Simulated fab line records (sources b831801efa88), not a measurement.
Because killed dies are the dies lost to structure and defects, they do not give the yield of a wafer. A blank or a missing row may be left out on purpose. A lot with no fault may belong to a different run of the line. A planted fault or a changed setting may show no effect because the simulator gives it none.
fab line records	flow gf180mcu
[record] lots = 11	wafers = 33	last-day = 34
route steps=602 shown M3@411 V4@491 MIM@507 V5@558
lots that met no fault: from a run of the same line without faults
start-h: hours from the record's first day to the start of the lot's first wafer shown	wait-h: time in hours since the lot's previous step	" unchanged from the row above	L1.1+2: a row that stands for several wafers	- no value, or no start was given	* or withheld: withheld	< > ~ a bound
route shown NAME@n: a module of which the file shows steps, and the number in the route of the first	usual: mean and standard deviation over wafers with no fault	same: alike in all rows	chamber/n: place in a boat	sites: per-site readings	_std_site: standard deviation of those values	_edge_site: the outer-site mean with the inner-site mean subtracted	radius-mm: how far each site lies from the wafer's centre	mask NAME#n: copy n	behind: the tool/chamber that last shaped the wafer	hold: why the lot was held/for how many hours/how that ended	device: whichever transistor did not switch (one of n, p or np)	end of line: tests of these same wafers at the route's end	where a step has no rows: the recipe by itself	killed: at the first sort, the dies lost to defects and structure; wafer yield is something else	map: shows each die of a wafer: x if killed, . if not, _ if none is there
set.NAME: setting as actually run; set.NAME@STEP: the setting as run at that earlier step	model.NAME: the simulator's own value behind a step, which no gauge read
route steps across a sampled set of lots; one table per step, one row per wafer
services: when a tool's chamber went out of use (start-h, in hours from the record's first day, below 0 if earlier), for how many hours, and the reason
[[steps]]
[step GF_M3_SPUTTER_02]
[recipe] material = AlCu	target-thk-nm = 450	power-w = 10600	time-s = 23.9	chamber-pressure-pa = 0.4
[usual] throttle-valve-pct = 30.0/1.1
[same] time-s = 23.9
lot.wafer	tool	chamber	start-h	wait-h	throttle-valve-pct
L443.1	pvd-sputter-01	-	472.10	0.0	31.2
L443.2	"	-	"	"	30.0
L443.4	"	-	"	"	28.5
L444.1	pvd-sputter-01	-	477.33	0.0	28.5
L444.4	"	-	"	"	30.0
L444.5	"	-	"	"	28.3
L445.2	pvd-sputter-02	-	484.50	0.0	30.4
L445.4	"	-	"	"	32.6
L445.6	"	-	"	"	31.3
L446.2	pvd-sputter-03	-	494.56	0.0	28.6
L446.3	"	-	"	"	30.0
L446.6	"	-	"	"	29.0
L447.1	pvd-sputter-01	-	501.34	0.0	30.9
L447.3	"	-	"	"	30.8
L447.4	"	-	"	"	28.6
L448.3	pvd-sputter-03	-	513.25	0.0	29.3
L448.4	"	-	"	"	29.0
L448.6	"	-	"	"	29.1
L455.1	pvd-sputter-03	-	573.26	0.0	30.0
L455.3	"	-	"	"	30.4
L455.5	"	-	"	"	30.4
L458.1	pvd-sputter-02	-	593.99	0.0	28.4
L458.5	"	-	"	"	28.3
L458.6	"	-	"	"	32.8
L461.2	pvd-sputter-01	-	619.34	0.0	30.9
L461.3	"	-	"	"	30.0
L461.6	"	-	"	"	30.8
L463.1	pvd-sputter-02	-	634.85	0.0	28.1
L463.2	"	-	"	"	30.4
L463.5	"	-	"	"	29.9
L465.2	pvd-sputter-03	-	645.23	0.0	30.0
L465.5	"	-	"	"	30.5
L465.6	"	-	"	"	29.8
[step GF_V4_OVL_MEAS_15]
[usual] V4_OVL = -1/5.2
lot.wafer	tool	chamber	start-h	wait-h	V4_OVL[nm]
L443.1	overlay-01	-	569.96	0.1	5
L443.2	"	-	"	"	6
L443.4	"	-	"	"	9
L444.1	overlay-02	-	574.16	0.1	-11
L444.4	"	-	"	"	-2
L444.5	"	-	"	"	-10
L445.2	overlay-01	-	581.33	0.1	2
L445.4	"	-	"	"	1
L445.6	"	-	"	"	5
L446.2	overlay-01	-	589.18	0.1	6
L446.3	"	-	"	"	9
L446.6	"	-	"	"	9
L447.1	overlay-01	-	594.67	0.1	3
L447.3	"	-	"	"	5
L447.4	"	-	"	"	5
L448.3	overlay-01	-	606.43	0.1	-4
L448.4	"	-	"	"	-5
L448.6	"	-	"	"	-5
L455.1	overlay-02	-	660.47	0.1	3
L455.3	"	-	"	"	5
L455.5	"	-	"	"	5
L458.1	overlay-01	-	679.66	0.1	-4
L458.5	"	-	"	"	-2
L458.6	"	-	"	"	-8
L461.2	overlay-02	-	702.33	0.1	0
L461.3	"	-	"	"	-1
L461.6	"	-	"	"	1
L463.1	overlay-01	-	716.37	0.1	-3
L463.2	"	-	"	"	-3
L463.5	"	-	"	"	6
L465.2	overlay-01	-	725.33	0.1	-1
L465.5	"	-	"	"	-9
L465.6	"	-	"	"	-2
[step GF_MIM_SPUTTER_04]
[recipe] material = TiN	target-thk-nm = 50	power-w = 6500	time-s = 41.7	chamber-pressure-pa = 0.4
[usual] throttle-valve-pct = 29.8/0.9
[same] time-s = 41.7
lot.wafer	tool	chamber	start-h	wait-h	throttle-valve-pct
L443.1	pvd-sputter-02	-	571.53	0.0	30.2
L443.2	"	-	"	"	28.6
L443.4	"	-	"	"	28.4
L444.1	pvd-sputter-01	-	575.73	0.0	30.0
L444.4	"	-	"	"	28.3
L444.5	"	-	"	"	28.8
L445.2	pvd-sputter-03	-	582.90	0.0	28.9
L445.4	"	-	"	"	30.3
L445.6	"	-	"	"	29.3
L446.2	pvd-sputter-01	-	590.76	0.0	29.9
L446.3	"	-	"	"	31.0
L446.6	"	-	"	"	30.7
L447.1	pvd-sputter-01	-	596.34	0.0	31.0
L447.3	"	-	"	"	28.6
L447.4	"	-	"	"	30.5
L448.3	pvd-sputter-01	-	607.99	0.0	30.4
L448.4	"	-	"	"	30.2
L448.6	"	-	"	"	29.8
L455.1	pvd-sputter-03	-	662.11	0.0	30.2
L455.3	"	-	"	"	29.2
L455.5	"	-	"	"	30.3
L458.1	pvd-sputter-01	-	681.58	0.0	28.5
L458.5	"	-	"	"	28.5
L458.6	"	-	"	"	30.6
L461.2	pvd-sputter-01	-	703.89	0.0	30.8
L461.3	"	-	"	"	29.9
L461.6	"	-	"	"	28.6
L463.1	pvd-sputter-03	-	717.97	0.0	30.0
L463.2	"	-	"	"	30.4
L463.5	"	-	"	"	30.2
L465.2	pvd-sputter-03	-	726.92	0.0	28.9
L465.5	"	-	"	"	28.9
L465.6	"	-	"	"	29.8
[step GF_V5_STRIP_18]
[recipe] chemistry = O2/N2	power-w = 1400	pressure-mtorr = 1500	platen-temp-c = 250	o2-flow-sccm = 3000	n2-flow-sccm = 300	overash-fraction = 0.5
[usual] drypump-motor-current-A = 5.7/0.5	heater-power-w = 305/17	n2-flow-sccm = 300.0/0.81	oes-product-au = 0.569/0.0046	platen-temp-c = 249.99/0.19
lot.wafer	tool	chamber	start-h	wait-h	drypump-motor-current-A	heater-power-w	n2-flow-sccm	oes-product-au	platen-temp-c	rf-hours-counter-h
L443.1	plasma-asher-02	0	637.26	-	6.5	290	300.5	0.566	249.87	20
L443.2	"	1	"	"	5.4	313	297.8	0.564	250.07	20
L443.4	"	0	"	"	6.5	291	299.3	0.560	250.11	-
L444.1	plasma-asher-02	0	640.71	-	6.5	292	299.2	0.577	250.32	20
L444.4	"	0	"	"	6.5	292	299.7	0.579	250.06	-
L444.5	"	1	"	"	5.4	309	299.9	0.569	249.96	-
L445.2	plasma-asher-02	0	646.53	-	6.6	283	301.6	0.572	249.85	21
L445.4	"	0	"	"	6.5	287	299.8	0.562	249.93	-
L445.6	"	0	"	"	6.6	284	298.8	0.570	250.11	-
L446.2	plasma-asher-02	0	654.51	-	6.6	287	300.1	0.562	250.19	22
L446.3	"	0	"	"	6.6	282	300.2	0.570	250.15	-
L446.6	"	1	"	"	5.4	314	300.6	0.572	249.81	-
L447.1	plasma-asher-01	0	659.73	-	6.2	286	300.3	0.576	249.84	105
L447.3	"	1	"	"	5.8	305	299.7	0.574	249.70	-
L447.4	"	0	"	"	6.2	279	300.8	0.562	249.76	-
L448.3	plasma-asher-02	1	671.51	-	5.4	308	300.8	0.571	249.82	-
L448.4	"	0	"	"	6.5	280	299.1	0.571	250.39	-
L448.6	"	1	"	"	5.4	316	299.5	0.566	249.87	-
L455.1	plasma-asher-04	0	720.06	-	5.2	303	239.6	0.563	249.83	64
L455.3	"	0	"	"	5.2	310	240.1	0.582	250.04	-
L455.5	"	1	"	"	5.6	337	239.9	0.572	249.99	-
L458.1	plasma-asher-04	0	737.31	-	5.1	308	240.0	0.573	250.07	66
L458.5	"	0	"	"	5.1	296	239.6	0.572	249.82	-
L458.6	"	1	"	"	5.6	332	241.0	0.566	250.07	-
L461.2	plasma-asher-02	1	757.81	-	5.4	305	301.5	0.576	250.43	33
L461.3	"	0	"	"	6.5	286	299.8	0.569	250.00	-
L461.6	"	0	"	"	6.5	288	300.6	0.576	250.34	-
L463.1	plasma-asher-01	1	771.78	-	5.8	315	301.0	0.561	250.08	3
L463.2	"	0	"	"	6.2	275	298.3	0.570	250.14	3
L463.5	"	1	"	"	5.8	316	300.1	0.562	249.90	-
L465.2	plasma-asher-02	1	779.28	-	5.4	320	301.4	0.560	249.70	35
L465.5	"	0	"	"	6.5	291	300.4	0.564	249.86	-
L465.6	"	1	"	"	5.4	321	300.6	0.573	249.78	-
[[services]]
tool	chamber	start-h	hours	kind
plasma-asher-02	-	451.62	1.8	repair
pvd-sputter-03	-	473.95	0.7	repair
plasma-asher-04	-	476.41	1.8	repair
pvd-sputter-03	-	527.55	2.9	repair
pvd-sputter-02	-	538.49	8.1	repair
pvd-sputter-01	-	554.01	1.5	repair
pvd-sputter-02	-	591.09	1.5	repair
plasma-asher-02	-	615.48	14.6	pm
plasma-asher-01	-	617.27	2.8	pm
pvd-sputter-02	-	626.30	7.5	repair
pvd-sputter-02	-	643.61	5.7	repair
plasma-asher-01	-	733.75	9.0	pm
plasma-asher-01	0	733.75	9.0	vent-cycle
plasma-asher-01	1	733.75	9.0	vent-cycle
plasma-asher-01	0	742.75	-	clean
plasma-asher-01	1	742.75	-	clean
plasma-asher-04	-	749.69	2.8	pm
[[key]]
[first-sign] step = GF_V5_STRIP_18	reading = n2-flow-sccm	direction = down	sigmas = 74	usual = 300.0	struck = 240.1
effect none on later readings
met-at GF_V5_STRIP_18
struck-lots L455,L458
not-acting-at GF_M3_SPUTTER_02,GF_V4_OVL_MEAS_15,GF_MIM_SPUTTER_04
[fault] kind = process-parameter-drift	tool = plasma-asher-04	chamber = -	onset-h = 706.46	steps = GF_V5_STRIP_18	channel = n2-flow-sccm	offset = -60	shape = step	end-h = 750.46	acts-in = these-recipes-only	stated = 300
